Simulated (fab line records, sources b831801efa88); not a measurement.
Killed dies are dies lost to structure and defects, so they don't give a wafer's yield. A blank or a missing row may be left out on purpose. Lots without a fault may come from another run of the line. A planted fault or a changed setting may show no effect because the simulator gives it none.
One fault seen from 2 desks | flow gf180mcu | each desk has only its own numbers; what lay behind them comes last

THE METROLOGY DESK
What the gauges read, lot by lot, whatever tool the lot ran on: means of the sampled wafers that have a number. A lot is out of limits, marked OUT, if its mean lies more than 4 standard deviations from the usual mean; the brackets give that distance.
Columns: A = cd_nm at GF_SAB_CD_MEAS_09, usual 420.5 nm; B = CONTACT_W_THK at GF_CONTACT_THK_MEAS_26, usual 309 nm
lot  | first seen here | A                | B
L474 | day 15 04:55    | 425.6            | 312
L475 | day 15 13:01    | 416.3            | 305
L476 | day 16 00:03    | 422.9            | 309
L477 | day 16 04:56    | 423.7            | 303
L478 | day 16 13:19    | 418.8            | 318
L479 | day 16 22:34    | 418.6            | 309
L484 | day 18 20:28    | 420.6            | 301
L485 | day 19 07:22    | 424.1            | 308
L489 | day 20 09:13    | 418.6            | 308
L490 | day 20 14:28    | 419.7            | 312
L492 | day 21 13:38    | 409.8 (-4.5) OUT | 304
L493 | day 21 20:43    | 412.7            | 302
L497 | day 23 03:57    | 420.1            | 310
This desk's finding: out of limits on L492; first on L492, day 21 13:38 (cd_nm at GF_SAB_CD_MEAS_09). In limits: L474, L475, L476, L477, L478, L479, L484, L485, L489, L490, L493, L497.

THE TOOL OWNER'S DESK: litho_track-04
The tool's own readings at GF_SAB_DEVELOP_08 (develop time 60 s): means of the sampled wafers that have a number, for each lot that ran on this tool. A lot is out of limits, marked OUT, if its mean lies more than 4 standard deviations from the usual mean; the brackets give that distance.
Columns: A = developer_temp_C at GF_SAB_DEVELOP_08, usual 23.01 C
lot  | first seen here | A
L474 | day 15 04:46    | 23.04
L476 | day 15 23:55    | 23.07
L478 | day 16 13:10    | 23.01
L479 | day 16 22:25    | 22.99
L485 | day 19 07:13    | 22.96
L492 | day 21 13:29    | 20.73 (-24) OUT
L493 | day 21 20:34    | 20.78 (-23) OUT
This desk's finding: out of limits on L492, L493; first on L492, day 21 13:29 (developer_temp_C at GF_SAB_DEVELOP_08). In limits: L474, L476, L478, L479, L485.

PUT TOGETHER
The tool owner's desk could have raised an alarm at day 21 13:29, on L492, L493.
The metrology desk could have raised an alarm at day 21 13:38, on L492.
The metrology desk has L493 on record, within its limits.
Of the lots named, all ran GF_SAB_DEVELOP_08 on litho_track-04.

WHAT THE SIMULATOR HAD PUT IN
Process parameter drift: litho_track-04, from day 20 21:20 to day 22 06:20, at GF_SAB_DEVELOP_08. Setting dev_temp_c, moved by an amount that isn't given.
Lots struck among those shown: L492, L493.
Hours from the fault's start to each desk's first reading out of limits: the tool owner's desk, 16; the metrology desk, 16.
